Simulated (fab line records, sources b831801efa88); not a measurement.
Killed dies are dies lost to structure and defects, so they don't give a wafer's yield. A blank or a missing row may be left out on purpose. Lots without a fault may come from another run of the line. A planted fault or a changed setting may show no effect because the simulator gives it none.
Chamber matching | flow sfq_line | SFQ_TRILAYER_I0_VIA_BARC_OPEN_VIA_ETCH_046 on rie_diel-03: 4 sister chambers
The step etches BARC in O2, target depth 125 nm, time 41.7 s. 14 wafers are shown with their chamber, then 7 later ones without.

WAFERS WITH THEIR CHAMBER
wafer  | chamber | run_length_s (s) | rf_fwd_power_W (W) | oes_product_au (a.u.)
L518.4 | 2       | 70.5             | 494.5              | 0.686
L518.5 | 2       | 70.9             | 494.8              | 0.682
L518.6 | 1       | 69.3             | 491.2              | 0.682
L526.3 | 1       | 69.5             | 493.1              | 0.689
L526.5 | 2       | 70.4             | 492.7              | 0.681
L526.6 | 3       | 69.9             | 497.0              | 0.682
L527.2 | 0       | 70.5             | 493.8              | 0.687
L527.3 | 2       | 70.4             | 491.4              | 0.688
L527.4 | 0       | 70.6             | 492.5              | 0.677
L530.1 | 0       | 70.4             | 495.7              | 0.674
L530.3 | 2       | 70.4             | 495.9              | 0.682
L530.5 | 1       | 69.4             | 495.7              | 0.680
L531.2 | 2       | 70.4             | 493.2              | 0.685
L531.4 | 1       | 69.9             | 491.0              | 0.691

SIGNATURES (means of the wafers above)
reading        | chamber 0 | chamber 1 | chamber 2 | chamber 3 | scatter within a chamber
run_length_s   | 70.500    | 69.525    | 70.500    | 69.900    | 0.207
rf_fwd_power_W | 494.000   | 492.750   | 493.750   | 497.000   | 1.81
oes_product_au | 0.67933   | 0.68550   | 0.68400   | 0.68200   | 0.00464
Rule: a wafer's distance from a chamber is the root of the sum, over the readings, of the square of ((its reading less the chamber's mean) divided by the reading's scatter). The wafer belongs to the nearest chamber; if the next one is less than 2 further off, it can't be placed. The scatter: the root of (the sum of the squares of (reading less its chamber's mean) over the shown wafers, divided by (wafers less chambers)).

WAFERS WITHOUT THEIR CHAMBER
wafer  | run_length_s (s) | rf_fwd_power_W (W) | oes_product_au (a.u.)
L531.6 | 70.3             | 493.5              | 0.684
L535.2 | 70.4             | 497.9              | 0.692
L535.3 | 69.5             | 493.6              | 0.686
L535.6 | 70.6             | 495.3              | 0.687
L537.1 | 70.1             | 494.9              | 0.692
L537.3 | 70.3             | 494.5              | 0.685
L537.4 | 69.3             | 494.6              | 0.692

WHICH CHAMBER EACH WENT THROUGH
wafer  | from the rows above               | in truth
L531.6 | can't be placed: 2 or 0 or 3      | 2
L535.2 | can't be placed: 2 or 3 or 0      | 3
L535.3 | 1                                 | 1
L535.6 | can't be placed: 2 or 0           | 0
L537.1 | can't be placed: 3 or 2 or 1 or 0 | 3
L537.3 | can't be placed: 2 or 0 or 3      | 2
L537.4 | can't be placed: 1 or 3           | 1
Placed correctly: 1 of 7. Can't be placed from these rows: 6 (the true chamber is among the candidates in 6). Placed wrongly: 0.
